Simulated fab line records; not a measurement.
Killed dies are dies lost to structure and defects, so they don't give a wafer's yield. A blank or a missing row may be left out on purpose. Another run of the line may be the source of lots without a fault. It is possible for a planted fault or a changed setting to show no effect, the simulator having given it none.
Check of tool commonality ; flow sky130 ; Sample size 14 lots and 42 wafers

## WHY THIS WAS OPENED
At SKY_VT_ADJUST_LVTN_TW_MEAS_21 the reading VT_ADJUST_LVTN_2_TW is flagged on 2 of 14 lots. No-fault wafers: 186.8, standard deviation 0.93.
Rule: flag the lot when none of its wafers has a number, or when each of its wafers that has one lies beyond 4 standard deviations from that mean. The other lots count as sound.

lot;measured;on;VT_ADJUST_LVTN_2_TW, wafer by wafer;flag
L329;day 8 04:47;film-metro-02;187.1 187.1 187.4;
L331;day 8 19:58;film-metro-03;186.1 186.4 186.4;
L333;day 9 13:57;film-metro-03;187.1 186.7 186.4;
L336;day 10 12:47;film-metro-02;187.0 186.0 184.5;
L337;day 10 18:29;film-metro-02;29.8 29.7 29.6;FLAGGED
L338;day 10 23:08;film-metro-03;29.8 29.8 30.0;FLAGGED
L340;day 11 17:18;film-metro-02;185.7 185.8 187.2;
L343;day 12 09:26;film-metro-03;188.0 187.8 187.4;
L344;day 12 16:20;film-metro-01;186.8 187.1 188.0;
L346;day 13 05:49;film-metro-02;185.7 185.7 186.0;
L347;day 13 08:42;film-metro-01;187.2 188.1 187.2;
L348;day 13 16:59;film-metro-02;185.2 184.7 186.4;
L349;day 14 01:40;film-metro-01;187.2 187.0 186.8;
L350;day 14 06:06;film-metro-03;186.9 186.7 186.9;
The numbers of the flagged lots are 29.8 on average: -157.0 against the usual, or -99 or more standard deviations.

## TOOL THAT RAN EACH LOT
The record holds 2 process steps before the reading, out of a route of 708 steps. Every cell lists first the tool, next ch and the chambers used by the sampled wafers, and last the start.
lot;flag;SKY_VT_ADJUST_LVTN_STRIP_09;SKY_VT_ADJUST_LVTN_STRIP_20
L329;;plasma-asher-04 ch 0,1, day 7 09:32;plasma-asher-01 ch 0,1, day 8 04:41
L331;;plasma-asher-01 ch 0,1, day 7 22:47;plasma-asher-01 ch 0,1, day 8 19:52
L333;;plasma-asher-04 ch 0,1, day 8 15:50;plasma-asher-01 ch 0, day 9 13:51
L336;;plasma-asher-04 ch 0,1, day 9 14:12;plasma-asher-04 ch 0,1, day 10 12:41
L337;FLAGGED;plasma-asher-01 ch 0,1, day 9 19:45;plasma-asher-01 ch 0,1, day 10 18:23
L338;FLAGGED;plasma-asher-04 ch 0,1, day 10 00:32;plasma-asher-04 ch 0,1, day 10 23:02
L340;;plasma-asher-03 ch 0,1, day 10 17:44;plasma-asher-01 ch 0,1, day 11 17:12
L343;;plasma-asher-01 ch 0,1, day 11 08:57;plasma-asher-04 ch 0,1, day 12 09:20
L344;;plasma-asher-04 ch 0, day 11 15:44;plasma-asher-03 ch 0,1, day 12 16:14
L346;;plasma-asher-01 ch 0,1, day 12 04:44;plasma-asher-04 ch 0,1, day 13 05:44
L347;;plasma-asher-03 ch 0,1, day 12 07:32;plasma-asher-01 ch 0,1, day 13 08:36
L348;;plasma-asher-01 ch 0,1, day 12 14:23;plasma-asher-04 ch 0,1, day 13 16:53
L349;;plasma-asher-01 ch 0,1, day 12 23:29;plasma-asher-01 ch 0,1, day 14 01:33
L350;;plasma-asher-01 ch 0,1, day 13 04:10;plasma-asher-01 ch 0,1, day 14 06:01
What is done by these steps:
- SKY_VT_ADJUST_LVTN_STRIP_09: strips in O2/N2.
- SKY_VT_ADJUST_LVTN_STRIP_20: strips in O2/N2.
- SKY_VT_ADJUST_LVTN_TW_MEAS_21

## FLAGGED OVER TOTAL, TOOL BY TOOL (the gauges that took the reading come last)
step;tool;lots run;flagged;share of the flagged lots;sound lots run after its first flagged lot
SKY_VT_ADJUST_LVTN_STRIP_09;plasma-asher-01;7;1;some;5 (L343,L346,L348,L349,L350)
SKY_VT_ADJUST_LVTN_STRIP_09;plasma-asher-03;2;0;none;-
SKY_VT_ADJUST_LVTN_STRIP_09;plasma-asher-04;5;1;some;1 (L344)
SKY_VT_ADJUST_LVTN_STRIP_20;plasma-asher-01;8;1;some;4 (L340,L347,L349,L350)
SKY_VT_ADJUST_LVTN_STRIP_20;plasma-asher-03;1;0;none;-
SKY_VT_ADJUST_LVTN_STRIP_20;plasma-asher-04;5;1;some;3 (L343,L346,L348)
SKY_VT_ADJUST_LVTN_TW_MEAS_21;film-metro-01;3;0;none;-
SKY_VT_ADJUST_LVTN_TW_MEAS_21;film-metro-02;6;1;some;3 (L340,L346,L348)
SKY_VT_ADJUST_LVTN_TW_MEAS_21;film-metro-03;5;1;some;2 (L343,L350)

## THE TABLE: WHAT IT ALLOWS
No row of the table ran every flagged lot.

## WHAT THE SIMULATOR HAD PUT IN
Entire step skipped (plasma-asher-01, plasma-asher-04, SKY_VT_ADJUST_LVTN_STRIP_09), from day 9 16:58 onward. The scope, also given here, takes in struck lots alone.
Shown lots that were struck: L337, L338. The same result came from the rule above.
